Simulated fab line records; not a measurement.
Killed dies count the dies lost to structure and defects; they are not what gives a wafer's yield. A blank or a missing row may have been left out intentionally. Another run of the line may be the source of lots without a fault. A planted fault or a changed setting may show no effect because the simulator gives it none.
One fault seen from 2 desks / flow sky130 / numbers are kept per desk, each desk with only its own; the story behind them comes last

## FOR THE TOOL OWNER'S DESK: wet-bench-03
The tool's own readings at SKY_NWELL_CLEAN_27 (cleans in SC1/SC2, time 150 s): means of the sampled wafers that have a number, for each lot that ran on this tool. Any lot whose mean is over 4 standard deviations away from the usual mean is out of limits and marked OUT; that distance is given in the brackets.
Columns: A = run-length-s at SKY_NWELL_CLEAN_27, usual 179 s
lot=L452; first seen here=day 6 17:45; A=175
lot=L453; first seen here=day 7 02:47; A=179
lot=L455; first seen here=day 7 17:48; A=85 (-25) OUT
lot=L459; first seen here=day 8 14:24; A=91 (-24) OUT
This desk's finding: out of limits on L455, L459; first on L455, day 7 17:48 (run-length-s at SKY_NWELL_CLEAN_27). L452, L453: within limits.

## THE METROLOGY DESK
What the gauges read, lot by lot, whatever tool the lot ran on: means of the sampled wafers that have a number. Any lot whose mean is over 4 standard deviations away from the usual mean is out of limits and marked OUT; that distance is given in the brackets.
Columns: A = NWELL_TW at SKY_NWELL_TW_MEAS_15, usual 1814
lot=L448; first seen here=day 5 00:55; A=1846
lot=L451; first seen here=day 5 20:21; A=1823
lot=L452; first seen here=day 5 22:36; A=1776
lot=L453; first seen here=day 6 07:27; A=1821
lot=L455; first seen here=day 6 21:17; A=1775
lot=L458; first seen here=day 7 13:33; A=1817
lot=L459; first seen here=day 7 17:35; A=1821
lot=L462; first seen here=day 8 09:26; A=1842
lot=L463; first seen here=day 8 16:15; A=1796
lot=L464; first seen here=day 8 20:59; A=1829
lot=L465; first seen here=day 9 03:38; A=1783
lot=L467; first seen here=day 9 15:26; A=1828
lot=L468; first seen here=day 9 20:29; A=1847
This desk found nothing out of limits on any of the 13 lots.

## PUT TOGETHER
The tool owner's desk could have raised an alarm at day 7 17:48, on L455, L459.
Nothing out of limits was seen by the metrology desk.
The metrology desk holds a record of L455, L459, inside its limits.
All the named lots went through SKY_NWELL_CLEAN_27 on wet-bench-03.

## WHAT WAS PUT IN BY THE SIMULATOR
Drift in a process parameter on wet-bench-03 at SKY_NWELL_CLEAN_27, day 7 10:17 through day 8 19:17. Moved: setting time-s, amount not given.
Struck lots among those shown: L455, L459.
Each desk's first reading out of limits, in hours after the fault started: the tool owner's desk, 8.
